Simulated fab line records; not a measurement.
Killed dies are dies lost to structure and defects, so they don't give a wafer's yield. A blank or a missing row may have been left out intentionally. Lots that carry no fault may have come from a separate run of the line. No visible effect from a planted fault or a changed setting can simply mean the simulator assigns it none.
fab line records	flow gf180mcu
[record] lots = 12	wafers = 36	lastDay = 34
route steps=602 shown DUAL_GATE@143 M1@332 V1@349
lots that met no fault: from a run of the same line without faults
startH: hours from the record's opening day to when the first of the lot's shown wafers began	waitH: time in hours since the lot's previous step	" as in the row above	L1.1+2: several wafers, shown together as one row	- value missing, or start not given	* or withheld: withheld	< > ~ a bound
route shown NAME@n: NAME is a module with steps in the file, n the number in the route of the first one	usual: mean and standard deviation over wafers with no fault	same: alike in all rows	chamber/n: place in a boat	sites: each site's reading	_std_site: how widely they spread, as a standard deviation	_edge_site: mean of outer sites minus mean of inner sites	radiusMm: how far each site lies from the wafer's centre	mask NAME#n: copy n	behind: tool/chamber where the wafer was last shaped	hold: why the lot was held/for how many hours/how that ended	device: which transistor (n, p or np) failed to switch	end of line: tests run on the same wafers once the route is complete	a step without rows: its recipe alone	killed: at the first sort, the dies lost to defects and structure; wafer yield is something else	map: shows each die of a wafer: x if killed, . if not, _ if none is there
set.NAME: the setting the step ran with; set.NAME@STEP: the setting that earlier step ran with	model.NAME: the simulator's own value behind a step, which no gauge read
route steps across a sampled set of lots; one table per step, one row per wafer
services: when a tool's chamber went out of use (startH, in hours from the record's first day, below 0 if earlier), for how many hours, and the reason
[[steps]]
[step GF_DUAL_GATE_OXIDATION_02]
[recipe] tempC = 900	ambient = O2	stabiliseS = 600	purgeS = 300	targetThkA = 108.87	oxTimeS = 1602
[usual] oxTimeS = 1602/0	zonePowerLowerPct = 19.1/1.8	zonePowerTopPct = 39.2/0.64
[same] purgeS = 300	stabiliseS = 600
lot.wafer	tool	chamber	startH	waitH	oxTimeS	zonePowerLowerPct	zonePowerTopPct
L531.1	furnace-02	0	164.52	0.0	1602	17.5	38.6
L531.2	"	0	"	"	1602	17.6	38.5
L531.3	"	0	"	"	1602	18.0	38.0
L533.2	furnace-01	0	178.07	0.1	1602	20.8	39.4
L533.3	"	0	"	"	1602	21.0	39.8
L533.6	"	0	"	"	1602	21.2	40.5
L535.2	furnace-02	0	194.28	0.0	1602	17.5	38.3
L535.5	"	0	"	"	1602	17.7	38.4
L535.6	"	0	"	"	1602	17.2	38.5
L536.1	furnace-01	0	205.02	0.0	1602	20.9	39.2
L536.2	"	0	"	"	1602	21.3	40.3
L536.4	"	0	"	"	1602	21.1	39.1
L537.1	furnace-02	0	206.51	1.3	1602	17.5	38.3
L537.4	"	0	"	"	1602	17.3	39.2
L537.5	"	0	"	"	1602	17.4	38.4
L538.1	furnace-01	0	216.34	1.1	1922.4	21.1	39.5
L538.4	"	0	"	"	1922.4	21.2	39.6
L538.5	"	0	"	"	1922.4	20.9	39.6
L539.1	furnace-01	0	229.37	0.0	1922.4	21.2	39.8
L539.4	"	0	"	"	1922.4	21.0	39.4
L539.6	"	0	"	"	1922.4	21.1	39.7
L549.1	furnace-02	0	288.46	0.0	1602	17.7	38.9
L549.2	"	0	"	"	1602	17.2	38.6
L549.4	"	0	"	"	1602	17.4	38.7
L550.2	furnace-02	0	295.60	0.1	1602	17.2	38.5
L550.4	"	0	"	"	1602	17.4	39.1
L550.6	"	0	"	"	1602	17.3	38.5
L551.1	furnace-02	0	301.68	0.0	1602	17.6	38.2
L551.3	"	0	"	"	1602	17.8	39.2
L551.4	"	0	"	"	1602	17.3	39.5
L552.3	furnace-01	0	309.00	0.0	1602	21.3	40.3
L552.4	"	0	"	"	1602	20.9	39.4
L552.6	"	0	"	"	1602	21.4	40.1
L553.2	furnace-02	0	318.82	0.6	1602	17.3	39.0
L553.5	"	0	"	"	1602	17.7	38.4
L553.6	"	0	"	"	1602	17.4	39.0
[step GF_DUAL_GATE_THK_MEAS_03]
[recipe] reads = SiO2_of_DUAL_GATE_OXIDATION_02
[usual] DUAL_GATE_OXIDATION_00_THK = 10.79/0.21
lot.wafer	tool	chamber	startH	waitH	DUAL_GATE_OXIDATION_00_THK[nm]
L531.1	filmMetro-03	-	165.96	0.0	10.97
L531.2	"	-	"	"	11.04
L531.3	"	-	"	"	11.14
L533.2	filmMetro-03	-	179.52	0.0	10.53
L533.3	"	-	"	"	10.47
L533.6	"	-	"	"	10.74
L535.2	filmMetro-04	-	195.73	0.0	10.89
L535.5	"	-	"	"	10.90
L535.6	"	-	"	"	10.76
L536.1	filmMetro-02	-	206.46	0.0	10.67
L536.2	"	-	"	"	10.76
L536.4	"	-	"	"	10.74
L537.1	filmMetro-02	-	207.95	0.0	10.98
L537.4	"	-	"	"	11.03
L537.5	"	-	"	"	10.99
L538.1	filmMetro-04	-	217.78	0.0	12.03
L538.4	"	-	"	"	12.08
L538.5	"	-	"	"	12.21
L539.1	filmMetro-04	-	230.82	0.0	12.03
L539.4	"	-	"	"	11.89
L539.6	"	-	"	"	11.95
L549.1	filmMetro-02	-	289.90	0.0	10.96
L549.2	"	-	"	"	11.19
L549.4	"	-	"	"	11.07
L550.2	filmMetro-02	-	297.06	0.0	10.76
L550.4	"	-	"	"	10.98
L550.6	"	-	"	"	10.89
L551.1	filmMetro-02	-	303.12	0.0	10.63
L551.3	"	-	"	"	10.77
L551.4	"	-	"	"	10.52
L552.3	filmMetro-02	-	310.46	0.0	10.60
L552.4	"	-	"	"	10.70
L552.6	"	-	"	"	10.73
L553.2	filmMetro-04	-	320.28	0.0	11.00
L553.5	"	-	"	"	11.01
L553.6	"	-	"	"	11.11
[step GF_M1_STRIP_17]
[recipe] chemistry = O2/N2	powerW = 1400	pressureMtorr = 1500	platenTempC = 250	o2FlowSccm = 3000	n2FlowSccm = 300	overashFraction = 0.5
[usual] chamberPressureMTorr = 1500.0/1.2	drypumpMotorCurrentA = 6.0/0.46	heaterPowerW = 323/49	o2FlowSccm = 3002/9.4	oesProductAu = 0.557/0.0057	stripTimeToEndpointS = 7.86/0.068
lot.wafer	tool	chamber	startH	waitH	chamberPressureMTorr	drypumpMotorCurrentA	heaterPowerW	o2FlowSccm	oesProductAu	rfHoursCounterH	stripTimeToEndpointS
L531.1	plasmaAsher-02	1	394.07	0.1	1499.1	6.0	334	3006	0.558	78	7.81
L531.2	"	0	"	"	1499.4	5.8	308	2997	0.563	78	7.87
L531.3	"	1	"	"	1500.8	6.0	340	3011	0.559	-	7.80
L533.2	plasmaAsher-03	0	413.89	0.1	1498.5	6.1	245	2996	0.561	62	7.85
L533.3	"	1	"	"	1498.4	6.7	405	3019	0.557	-	7.82
L533.6	"	1	"	"	1499.9	6.7	402	2998	0.560	-	7.81
L535.2	plasmaAsher-04	0	436.02	0.1	1498.9	5.0	321	3009	0.559	77	7.84
L535.5	"	1	"	"	1499.5	6.3	333	2997	0.560	-	7.92
L535.6	"	0	"	"	1498.5	5.1	327	3017	0.554	-	7.83
L536.1	plasmaAsher-03	0	450.47	0.1	1501.2	6.1	250	2998	0.562	66	7.82
L536.2	"	1	"	"	1500.6	6.7	414	2987	0.562	66	7.84
L536.4	"	1	"	"	1500.8	6.7	411	2997	0.565	-	7.83
L537.1	plasmaAsher-02	0	451.77	0.1	1501.2	5.8	307	2994	0.559	2	7.98
L537.4	"	0	"	"	1500.6	5.8	315	3004	0.563	-	7.89
L537.5	"	1	"	"	1499.0	6.0	335	3020	0.566	-	7.97
L538.1	plasmaAsher-03	0	467.51	0.1	1499.0	6.1	249	2994	0.558	68	7.96
L538.4	"	0	"	"	1499.3	6.1	248	2990	0.559	-	7.91
L538.5	"	0	"	"	1500.5	6.1	251	3003	0.555	-	7.90
L539.1	plasmaAsher-04	0	483.48	0.2	1498.8	5.1	316	3009	0.561	82	7.90
L539.4	"	0	"	"	1501.3	5.1	322	3007	0.568	-	7.86
L539.6	"	0	"	"	1500.3	5.1	323	3013	0.554	-	7.87
L549.1	plasmaAsher-04	1	558.78	0.1	1498.5	6.2	342	2994	0.551	90	7.75
L549.2	"	0	"	"	1499.8	5.1	321	3004	0.558	90	7.83
L549.4	"	0	"	"	1498.8	5.1	313	3013	0.550	-	7.81
L550.2	plasmaAsher-03	1	565.59	0.1	1500.1	6.7	396	3007	0.565	79	7.89
L550.4	"	0	"	"	1500.4	6.1	247	2988	0.556	-	7.84
L550.6	"	0	"	"	1499.2	6.1	249	2979	0.544	-	7.82
L551.1	plasmaAsher-02	0	568.83	0.1	1502.5	5.8	305	3004	0.561	15	8.00
L551.3	"	1	"	"	1500.7	6.0	325	3000	0.564	-	7.97
L551.4	"	0	"	"	1498.8	5.8	306	3005	0.553	-	7.83
L552.3	plasmaAsher-03	1	578.80	0.1	1500.7	6.7	400	3019	0.560	-	7.77
L552.4	"	0	"	"	1500.2	6.1	246	3004	0.556	-	7.79
L552.6	"	0	"	"	1501.7	6.1	243	3009	0.558	-	7.85
L553.2	plasmaAsher-02	0	589.37	0.1	1498.1	5.8	295	3019	0.557	18	7.83
L553.5	"	0	"	"	1500.1	5.9	305	3011	0.565	-	7.84
L553.6	"	1	"	"	1500.0	6.0	330	3010	0.555	-	7.88
[step GF_V1_CD_MEAS_14]
[recipe] targetCdNm = 260
[usual] cdNm = 260.3/1.3
lot.wafer	tool	chamber	startH	waitH	cdNm
L531.1	cdSem-02	-	419.00	0.1	262.1
L531.2	"	-	"	"	261.6
L531.3	"	-	"	"	261.2
L533.2	cdSem-02	-	438.82	0.1	260.6
L533.3	"	-	"	"	261.3
L533.6	"	-	"	"	261.5
L535.2	cdSem-01	-	461.92	0.1	262.1
L535.5	"	-	"	"	261.6
L535.6	"	-	"	"	261.4
L536.1	cdSem-01	-	475.73	0.1	258.4
L536.2	"	-	"	"	257.4
L536.4	"	-	"	"	258.4
L537.1	cdSem-01	-	477.03	0.1	260.0
L537.4	"	-	"	"	261.1
L537.5	"	-	"	"	262.7
L538.1	cdSem-01	-	492.98	0.1	260.3
L538.4	"	-	"	"	261.3
L538.5	"	-	"	"	261.8
L539.1	cdSem-02	-	508.10	0.1	260.3
L539.4	"	-	"	"	260.3
L539.6	"	-	"	"	259.5
L549.1	cdSem-01	-	582.60	0.1	260.2
L549.2	"	-	"	"	258.3
L549.4	"	-	"	"	260.0
L550.2	cdSem-01	-	588.77	0.1	262.1
L550.4	"	-	"	"	259.9
L550.6	"	-	"	"	261.0
L551.1	cdSem-02	-	592.00	0.1	262.6
L551.3	"	-	"	"	261.3
L551.4	"	-	"	"	259.8
L552.3	cdSem-02	-	600.47	0.1	260.3
L552.4	"	-	"	"	259.9
L552.6	"	-	"	"	260.4
L553.2	cdSem-01	-	612.45	0.1	260.0
L553.5	"	-	"	"	259.9
L553.6	"	-	"	"	260.2
[step GF_V1_STRIP_18]
[recipe] chemistry = O2/N2	powerW = 1400	pressureMtorr = 1500	platenTempC = 250	o2FlowSccm = 3000	n2FlowSccm = 300	overashFraction = 0.5
[usual] chamberPressureMTorr = 1499.9/1.4	drypumpMotorCurrentA = 5.8/0.44	heaterPowerW = 322/11	o2FlowSccm = 2999/9	oesProductAu = 0.593/0.0054
lot.wafer	tool	chamber	startH	waitH	chamberPressureMTorr	drypumpMotorCurrentA	heaterPowerW	o2FlowSccm	oesProductAu	rfHoursCounterH
L531.1	plasmaAsher-02	1	419.29	-	1498.7	6.0	340	2995	0.591	81
L531.2	"	0	"	"	1500.6	5.8	305	2998	0.595	81
L531.3	"	0	"	"	1501.9	5.8	304	3013	0.595	-
L533.2	plasmaAsher-02	0	439.09	-	1501.5	5.9	308	3000	0.583	1
L533.3	"	0	"	"	1498.7	5.8	304	2995	0.595	-
L533.6	"	0	"	"	1496.3	5.8	312	2985	0.594	-
L535.2	plasmaAsher-01	1	462.19	-	1501.7	6.1	315	2986	0.594	34
L535.5	"	1	"	"	1500.1	6.1	309	2993	0.593	-
L535.6	"	0	"	"	1499.6	5.4	330	3005	0.588	-
L536.1	plasmaAsher-02	1	476.02	-	1500.3	6.0	330	3000	0.595	5
L536.2	"	0	"	"	1497.9	5.9	313	2993	0.596	5
L536.4	"	0	"	"	1500.6	5.8	305	2997	0.605	-
L537.1	plasmaAsher-02	1	477.32	-	1499.3	6.0	332	2995	0.589	5
L537.4	"	1	"	"	1499.6	6.0	335	2998	0.584	-
L537.5	"	0	"	"	1498.4	5.8	310	3004	0.593	-
L538.1	plasmaAsher-04	0	493.27	-	1498.7	5.1	314	3006	0.600	83
L538.4	"	0	"	"	1500.3	5.0	326	3021	0.591	-
L538.5	"	0	"	"	1501.6	5.0	314	3014	0.597	-
L539.1	plasmaAsher-01	1	508.39	-	1501.5	6.1	303	3008	0.588	39
L539.4	"	1	"	"	1500.8	6.1	310	3006	0.596	-
L539.6	"	0	"	"	1502.8	5.4	328	3005	0.596	-
L549.1	plasmaAsher-04	1	582.89	-	1500.5	6.2	341	2986	0.589	93
L549.2	"	0	"	"	1497.3	5.1	317	3004	0.595	93
L549.4	"	0	"	"	1502.2	5.1	317	3006	0.599	-
L550.2	plasmaAsher-04	1	589.03	-	1499.9	6.3	334	2996	0.590	93
L550.4	"	1	"	"	1502.1	6.2	327	3006	0.589	-
L550.6	"	0	"	"	1501.3	5.0	315	3005	0.597	-
L551.1	plasmaAsher-04	1	592.28	-	1500.0	6.3	328	2982	0.595	94
L551.3	"	1	"	"	1500.5	6.2	340	2982	0.603	-
L551.4	"	0	"	"	1502.2	5.0	323	2990	0.590	-
L552.3	plasmaAsher-02	0	600.75	-	1498.9	5.8	308	3002	0.601	-
L552.4	"	1	"	"	1502.7	6.0	330	2985	0.592	-
L552.6	"	0	"	"	1497.8	5.9	303	3003	0.585	-
L553.2	plasmaAsher-04	1	612.72	-	1498.4	6.3	339	3006	0.591	96
L553.5	"	0	"	"	1501.5	5.1	323	2986	0.589	-
L553.6	"	1	"	"	1497.9	6.2	340	3012	0.589	-
[[services]]
tool	chamber	startH	hours	kind
plasmaAsher-03	-	197.65	0.9	repair
plasmaAsher-03	-	214.13	2.8	pm
furnace-01	-	260.13	11.5	pm
furnace-02	-	277.58	2.7	pm
plasmaAsher-01	-	283.55	2.8	pm
furnace-01	-	288.80	2.6	pm
furnace-01	-	328.49	2.8	repair
furnace-02	-	332.52	2.8	pm
furnace-01	-	336.85	3.5	pm
plasmaAsher-04	-	388.35	2.8	pm
plasmaAsher-04	-	399.21	13.2	repair
plasmaAsher-02	-	421.25	9.0	pm
plasmaAsher-02	0	421.25	9.0	ventCycle
plasmaAsher-02	1	421.25	9.0	ventCycle
plasmaAsher-02	0	430.25	-	clean
furnace-02	-	444.34	3.4	pm
plasmaAsher-01	-	449.42	8.5	repair
furnace-01	-	456.80	3.5	pm
plasmaAsher-02	-	459.60	0.7	repair
plasmaAsher-04	-	476.50	1.3	repair
plasmaAsher-03	-	492.77	2.5	repair
plasmaAsher-04	-	521.02	1.2	repair
furnace-02	-	523.56	7.2	pm
furnace-02	-	612.10	2.7	pm
[[key]]
[firstSign] step = GF_DUAL_GATE_OXIDATION_02	reading = oxTimeS	direction = up	sigmas = 99+	usual = *	struck = *
[effect] step = GF_DUAL_GATE_THK_MEAS_03	reading = DUAL_GATE_OXIDATION_00_THK	direction = up	sigmas = 6	usual = 10.79	struck = 12.03
metAt GF_DUAL_GATE_OXIDATION_02
struckLots L538,L539
testerLeftOut L538,L539
notActingAt GF_M1_STRIP_17,GF_V1_CD_MEAS_14,GF_V1_STRIP_18
onsetBetween 205.02 216.34
[fault] kind = processParameterDrift	tool = furnace-01	chamber = -	onsetH = 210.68	steps = GF_DUAL_GATE_OXIDATION_02	channel = oxTimeS	offset = *	shape = step	endH = 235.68	actsIn = *	stated = *
// testerLeftOut: of these lots the tester's yield and bins aren't shown, on N5 and GAA mostly nor the transistor test; their killed dies are dies lost to structure and defects alone, not to doping, threshold or leakage, so they don't give the yield
